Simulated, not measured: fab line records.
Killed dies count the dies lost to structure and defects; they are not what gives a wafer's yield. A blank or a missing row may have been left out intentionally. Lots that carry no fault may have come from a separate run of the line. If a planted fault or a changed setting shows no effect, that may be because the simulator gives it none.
Comparing a struck lot with a sound one    flow sky130    34 out of 708 route steps
Sound: these wafers, L798.2, L798.5, L798.6. The struck wafers were L794.1, L794.4, L794.5. The cause is named last.
Each step with rows lists, per side, the tool, then ch with its chambers, then its first start. Under that, the readings that differ: sound wafers    struck wafers    difference of the means    sigmas: that difference in standard deviations of wafers without a fault.
alike: readings whose means differ by less than 2 such deviations, and words and numbers that are the same on both sides. not compared: withheld readings, readings that some wafer has no value for, bounds like >300 that may hide the same value, and numbers for which the record gives no deviation and whose values overlap.
Wherever a step has rows on one side only, a row that says differs or no value, or a row with sigmas, the two part there. Numbers that have no deviation but don't overlap get no sigmas and don't part them. Lack of a reading on every wafer of one side parts them only where that side has two or more wafers.

first, 7 steps without rows for these wafers: SKY_SONOS_TUNNEL_DEVELOP_06 (develop time 60 s); SKY_SONOS_TUNNEL_IMPLANT_09; SKY_SONOS_TUNNEL_WET_ETCH_10 (etches SiO2 in dHF, target depth 14 nm, time 280 s); SKY_SONOS_TUNNEL_STRIP_11 (strips in SPM, time 600 s); SKY_SONOS_TUNNEL_CLEAN_13 (cleans in dHF, time 20 s); SKY_SONOS_ONO_OXIDATION_00 (stabilise 600 s, purge 300 s, target thk 2.6 nm); SKY_SONOS_ONO_CVD_02 (deposits Si3N4 from DCS/NH3, target thk 10.5 nm, time 180 s).
SKY_SONOS_ONO_CVD_04: deposits SiO2 from SiH4/N2O, target thk 5.7199 nm.
  sound on lpcvd-03 ch 1, day 16 08:02; struck on lpcvd-03 ch 0, day 15 00:20
reading                                     sound              struck             difference  sigmas
spike-tc-bottom-C (C)                       913 915 913        972 972 971        +58         +13
spike-tc-centre-C (C)                       900.7 902.4 899.8  950.2 950.6 952.1  +50.0       +45
spike-tc-lower-C (C)                        898.4 897.5 898.9  950.1 949.3 949.5  +51.4       +32
spike-tc-top-C (C)                          907 907 909        967 964 967        +58         +13
spike-tc-upper-C (C)                        899.1 899.3 902.2  946.9 946.2 947.9  +46.8       +29
susceptor-temp-C (C)                        899.7 899.2 900.1  950.4 949.6 950.2  +50.4       +99 or more
zone-power-bottom-pct (%)                   23.3 23.3 23.2     29.2 29.8 29.2     +6.1        +5
zone-power-centre-pct (%)                   22.90 22.66 23.22  25.95 26.14 25.85  +3.05       +12
zone-power-lower-pct (%)                    18.7 18.4 19.1     24.6 23.9 24.4     +5.6        +4
zone-power-top-pct (%)                      29.3 29.2 30.2     31.1 31.5 31.6     +1.8        +3
model.SiO2_of_SONOS_ONO_CVD_04.thk-nm (nm)  5.733 5.702 5.774  9.217 9.229 9.221  +3.486      
SKY_SONOS_ONO_THK_MEAS_05:
  struck on film-metro-01, day 15 02:13; sound on film-metro-04, day 16 09:18
reading                    sound           struck          difference  sigmas
SONOS_ONO_CVD_04_THK (nm)  5.71 5.73 5.75  9.22 9.23 9.20  +3.49       +39
then, 23 steps without rows for these wafers: SKY_SONOS_ONO_DEHYDRATE_06 (time 60 s); SKY_SONOS_ONO_HMDS_07 (prime time 60 s); SKY_SONOS_ONO_COAT_08 (resist thk 1140 nm); SKY_SONOS_ONO_SOFTBAKE_09 (time 60 s); SKY_SONOS_ONO_EXPOSE_10 (exposes mask ONOM, target cd 410 nm); SKY_SONOS_ONO_PEB_11; SKY_SONOS_ONO_DEVELOP_12 (develop time 60 s); SKY_SONOS_ONO_ETCH_15 (etches the open film in CHF3/O2, target depth 19.52 nm, time 7.8 s); SKY_SONOS_ONO_WET_ETCH_16 (etches SiO2 in dHF, target depth 14 nm, time 280 s); SKY_SONOS_ONO_STRIP_17 (strips in O2/N2); SKY_SONOS_ONO_WET_ETCH_18 (etches Si3N4 in H3PO4, target depth 15 nm, time 172 s); SKY_GATE_OXIDE_CLEAN_00 (cleans in SC1/SC2, time 150 s); SKY_GATE_OXIDE_OXIDATION_01 (stabilise 600 s, purge 300 s, target thk 10.268 nm); SKY_GATE_OXIDE_DEHYDRATE_03 (time 60 s); SKY_GATE_OXIDE_HMDS_04 (prime time 60 s); SKY_GATE_OXIDE_COAT_05 (resist thk 1140 nm); SKY_GATE_OXIDE_SOFTBAKE_06 (time 60 s); SKY_GATE_OXIDE_EXPOSE_07 (exposes mask LVOM, target cd 600 nm); SKY_GATE_OXIDE_PEB_08; SKY_GATE_OXIDE_DEVELOP_09 (develop time 60 s); SKY_GATE_OXIDE_IMPLANT_11; SKY_GATE_OXIDE_WET_ETCH_12 (etches SiO2 in dHF, target depth 16.8 nm, time 336 s); SKY_GATE_OXIDE_STRIP_13 (strips in O2/N2).
-- the record jumps here: 3 days lie between the struck wafers' starts before and after --
SKY_GATE_OXIDE_CLEAN_15: cleans in SC1/SC2, time 150 s.
  sound on wet-bench-02 ch 3, day 18 22:32; struck on wet-bench-03 ch 3, day 17 16:31
reading                                     sound              struck             difference  sigmas
model.SiO2_of_SONOS_ONO_CVD_04.thk-nm (nm)  4.206 4.178 4.254  7.696 7.705 7.703  +3.489      
SKY_PAD_OPEN_PROBE_99:
  sound wafers here have rows in the record (prober-02, day 49 15:07); struck ones have none

== WHERE THEY PART ==
Last at SKY_PAD_OPEN_PROBE_99 as far as this record goes, first at SKY_SONOS_ONO_CVD_04.

WHY: whatever the simulator had introduced
lpcvd-03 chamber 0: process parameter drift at SKY_SONOS_ONO_CVD_04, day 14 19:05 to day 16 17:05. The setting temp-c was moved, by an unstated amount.
